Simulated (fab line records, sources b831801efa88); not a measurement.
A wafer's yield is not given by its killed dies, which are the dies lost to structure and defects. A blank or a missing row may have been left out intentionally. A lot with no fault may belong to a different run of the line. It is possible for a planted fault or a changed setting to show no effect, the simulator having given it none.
The tool behind it: which one? -- flow sky130 -- 30 wafers from 10 lots sampled at 5 of the route's 708 steps

## WHAT EACH GAUGE READ, for each wafer
SKY_CAPM_THK_MEAS_01.
lot,measured,on,CAPM_CVD_00_THK (nm)
L688,day 36 15:15,filmMetro-04,15.48 15.50 15.82
L690,day 37 02:28,filmMetro-03,15.59 15.37 15.62
L692,day 39 00:34,filmMetro-03,15.46 15.38 15.77
L696,day 39 12:52,filmMetro-03,15.17 15.59 15.70
L694,day 39 16:17,filmMetro-02,15.39 15.52 15.43
L697,day 39 17:28,filmMetro-03,15.43 15.33 15.84
L706,day 42 09:58,filmMetro-03,14.49 14.72 14.56 14.49 14.71 14.56
L708,day 42 13:44,filmMetro-04,14.68 14.59 14.74 14.59 14.53 14.76
L709,day 42 20:52,filmMetro-04,15.19 15.83 15.77
L710,day 42 23:15,filmMetro-02,15.35 15.67 16.07

SKY_CAPM_OVL_MEAS_12.
lot,measured,on,CAPM_OVL (nm)
L688,day 37 17:19,overlay-02,-0.1 -1.3 -2.0
L690,day 38 05:02,overlay-01,0.7 -1.1 -0.8
L692,day 40 01:31,overlay-02,0.5 0.0 -1.2
L696,day 40 13:16,overlay-01,-1.1 0.4 0.2
L694,day 40 16:17,overlay-01,1.2 1.5 -0.4
L697,day 40 17:21,overlay-01,3.8 1.7 1.8
L706,day 43 08:47,overlay-01,-1.1 0.6 0.9
L708,day 43 11:29,overlay-02,0.0 0.4 0.0
L709,day 43 18:58,overlay-01,-1.4 -1.6 0.2
L710,day 43 21:02,overlay-01,-1.5 -0.8 -0.4

## WHAT TOOL EACH LOT RAN ON (gives the tool, then ch and the chambers of the sampled wafers, and finally the start)
lot,SKY_VIA1_STRIP_16,SKY_METAL3_SPUTTER_02,SKY_CAPM_CVD_00
L688,"plasmaAsher-02 ch 0,1, day 34 06:34","pvdSputter-03, day 36 15:07","pecvd-01 ch 1,2, day 36 15:13"
L690,"plasmaAsher-02 ch 0,1, day 34 17:07","pvdSputter-02, day 37 02:20","pecvd-02 ch 0,2, day 37 02:26"
L692,"plasmaAsher-02 ch 0,1, day 36 16:22","pvdSputter-02, day 39 00:26","pecvd-02 ch 1,2, day 39 00:33"
L696,"plasmaAsher-01 ch 0,1, day 37 05:22","pvdSputter-04, day 39 12:45","pecvd-02 ch 0,2, day 39 12:51"
L694,"plasmaAsher-01 ch 0,1, day 37 08:44","pvdSputter-04, day 39 16:09","pecvd-01 ch 0,2, day 39 16:16"
L697,"plasmaAsher-04 ch 0,1, day 37 09:23","pvdSputter-03, day 39 17:20","pecvd-04 ch 0,1, day 39 17:26"
L706,"plasmaAsher-04 ch 0,1, day 40 00:30","pvdSputter-02, day 42 09:48","pecvd-01 ch 1,2, day 42 09:55"
L708,"plasmaAsher-01 ch 0,1, day 40 10:59","pvdSputter-03, day 42 13:35","pecvd-01 ch 1,2, day 42 13:42"
L709,"plasmaAsher-01 ch 0, day 40 19:58","pvdSputter-04, day 42 20:42","pecvd-04 ch 1,2, day 42 20:49"
L710,"plasmaAsher-02 ch 0,1, day 40 21:15","pvdSputter-02, day 42 23:06","pecvd-02 ch 1,2, day 42 23:13"
- SKY_VIA1_STRIP_16: strips in O2/N2.
- SKY_METAL3_SPUTTER_02: material AlCu, target thk 735 nm, time 39.1 s.
- SKY_CAPM_CVD_00: deposits SiO2, target thk 15.5 nm.

## WHAT THE TOOLS THEMSELVES READ (means of the sampled wafers that have a number; where no wafer has one, the mark that the record gives instead)
SKY_VIA1_STRIP_16.
lot,tool,drypumpMotorCurrentA (A),oesProductAu (a.u.),stripTimeToEndpointS (s)
L688,plasmaAsher-02,5.8,0.416,4.454
L690,plasmaAsher-02,5.8,0.420,4.470
L692,plasmaAsher-02,5.8,0.415,4.457
L696,plasmaAsher-01,5.5,0.416,4.456
L694,plasmaAsher-01,5.8,0.417,4.444
L697,plasmaAsher-04,5.8,0.412,4.451
L706,plasmaAsher-04,5.8,0.416,4.467
L708,plasmaAsher-01,5.5,0.415,4.462
L709,plasmaAsher-01,5.3,0.413,4.466
L710,plasmaAsher-02,5.9,0.421,4.463

SKY_METAL3_SPUTTER_02.
lot,tool,throttleValvePct (%)
L688,pvdSputter-03,30.8
L690,pvdSputter-02,29.6
L692,pvdSputter-02,30.3
L696,pvdSputter-04,30.1
L694,pvdSputter-04,30.1
L697,pvdSputter-03,30.5
L706,pvdSputter-02,29.6
L708,pvdSputter-03,30.6
L709,pvdSputter-04,30.2
L710,pvdSputter-02,30.2

SKY_CAPM_CVD_00.
lot,tool,heaterPowerW (W),rfFwdPowerW (W)
L688,pecvd-01,727,443.2
L690,pecvd-02,547,441.9
L692,pecvd-02,638,440.8
L696,pecvd-02,529,442.6
L694,pecvd-01,749,443.3
L697,pecvd-04,794,442.8
L706,pecvd-01,790,373.5
L708,pecvd-01,753,374.0
L709,pecvd-04,664,444.1
L710,pecvd-02,661,438.0

## THE ANSWER, worked out from the rows above alone
Rule: usual is defined by the lots themselves. The widest of any qualifying gaps counts: lots, ordered by their means at a reading, are off when they make up no more than a third of the lots, leave a main group of 4 or more, and stand apart from it by 3 or more times the standard deviation of that group's means. Not used: any main group whose means are identical at the precision the tables above print for the reading. A lot without any number at a reading at which 4 lots or more have one is off too. All remaining lots with rows at the step are treated as sound. The gauges are gone through in route order, then the tools' own readings, and for those a lot's mean is taken as printed above. At the first step where some lot is off, the reading lying furthest off is the one used; lots without a number count as furthest.
Off: L706, L708, at SKY_CAPM_THK_MEAS_01 (CAPM_CVD_00_THK). The main group: mean 15.55 nm, standard deviation 0.072.
A tool fits if, at a process step before that reading, it ran every lot that is off, and no sound lot after the first of them. The gauges at SKY_CAPM_THK_MEAS_01 aren't tried: what is off there is off at SKY_CAPM_CVD_00 too, on other tools, and a gauge's error can't cause that. One fits: SKY_CAPM_CVD_00 on pecvd-01. Its last sound lot is L694 (day 39 16:16), its first lot that is off L706 (day 42 09:55): a fault that began between those two fits.
On the lots that are off, the tool's own readings at SKY_CAPM_CVD_00 differ by more than 5 times the standard deviation of the sound lots' means, which bears it out; rfFwdPowerW reads 373.8 W there versus 442.1 W on the sound lots.

## WHAT WAS PUT IN BY THE SIMULATOR
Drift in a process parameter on pecvd-01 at SKY_CAPM_CVD_00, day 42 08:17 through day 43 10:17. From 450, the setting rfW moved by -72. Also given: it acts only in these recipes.
Struck lots among those shown: L706, L708. The rule above found the same.
